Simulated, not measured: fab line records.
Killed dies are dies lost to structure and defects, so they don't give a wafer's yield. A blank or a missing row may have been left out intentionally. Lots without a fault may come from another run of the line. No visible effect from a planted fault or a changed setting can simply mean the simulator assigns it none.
The tool behind it: which one? -- flow gf180mcu -- 21 wafers sampled from 7 lots at 1 step of a route of 602

WHAT EACH GAUGE READ, for each wafer
GF_PSD_OVL_MEAS_08.
lot,measured,on,PSD_OVL (nm)
L711,day 14 18:37,overlay-01,-1.7 -2.2 -0.6
L716,day 16 21:52,overlay-02,0.7 -0.2 0.3
L719,day 17 20:38,overlay-02,0.8 -0.4 -1.1
L723,day 19 15:23,overlay-02,-1.0 -1.6 -0.8
L725,day 20 08:55,overlay-01,-0.7 0.6 -0.8
L728,day 21 04:47,overlay-02,0.7 1.2 -0.1
L731,day 22 06:25,overlay-02,-0.5 0.1 0.8

TOOL THAT RAN EACH LOT (tool first, then ch and the chambers of the sampled wafers, then the start)
The record shows no process step preceding these readings.

THE ANSWER, worked out from the rows above alone
Rule: what is usual is taken from the lots themselves. The widest of any qualifying gaps counts: lots, ordered by their means at a reading, are off when they make up no more than a third of the lots, leave a main group of 4 or more, and stand apart from it by 3 or more times the standard deviation of that group's means. A main group is skipped when, at the precision printed for the reading in the tables above, its means are all equal. A lot without any number at a reading at which 4 lots or more have one is off too. Where the step has rows for the other lots, those lots are counted as sound.
None of the lots is off at any reading shown; this tells nothing.

WHAT THE SIMULATOR HAD INSERTED
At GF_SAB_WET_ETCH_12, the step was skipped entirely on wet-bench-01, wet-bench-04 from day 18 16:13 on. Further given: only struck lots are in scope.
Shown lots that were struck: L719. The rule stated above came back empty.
